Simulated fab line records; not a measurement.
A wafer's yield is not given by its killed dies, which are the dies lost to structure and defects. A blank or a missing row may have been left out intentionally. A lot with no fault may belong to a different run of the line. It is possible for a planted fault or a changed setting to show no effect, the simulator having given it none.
Which tool is to blame? :: flow sky130 :: 6 lots (18 wafers sampled), 1 step of a 708-step route

== WHAT THE GAUGES SHOWED, per wafer ==
SKY_LI_CONTACT_BOW_MEAS_03.
lot: L707
measured: day 28 02:37
on: film-metro-04
LI_CONTACT_BOW (um): 56 62 63

lot: L710
measured: day 29 05:31
on: film-metro-01
LI_CONTACT_BOW (um): 47 52 57

lot: L715
measured: day 31 06:53
on: film-metro-04
LI_CONTACT_BOW (um): 46 45 56

lot: L724
measured: day 34 03:46
on: film-metro-04
LI_CONTACT_BOW (um): 58 55 49

lot: L726
measured: day 34 10:31
on: film-metro-01
LI_CONTACT_BOW (um): 54 61 61

lot: L729
measured: day 35 11:02
on: film-metro-02
LI_CONTACT_BOW (um): 64 50 56

== EACH LOT AND THE TOOL THAT RAN IT (in order: tool; ch and the chambers of the sampled wafers; start) ==
The record holds no process step before these readings.

== THE ANSWER, worked out from the rows above alone ==
Rule: what is usual is taken from the lots themselves. The widest of any qualifying gaps counts: lots, ordered by their means at a reading, are off when they make up no more than a third of the lots, leave a main group of 4 or more, and stand apart from it by 3 or more times the standard deviation of that group's means. The tables above print the reading to a certain number of digits; a main group whose means all agree to those digits is not used. Also off: a lot with no number at a reading for which 4 or more lots have one. The other lots that the step has rows for count as sound.
None of the lots is off at any reading shown; this tells nothing.

== WHAT THE SIMULATOR PUT IN ==
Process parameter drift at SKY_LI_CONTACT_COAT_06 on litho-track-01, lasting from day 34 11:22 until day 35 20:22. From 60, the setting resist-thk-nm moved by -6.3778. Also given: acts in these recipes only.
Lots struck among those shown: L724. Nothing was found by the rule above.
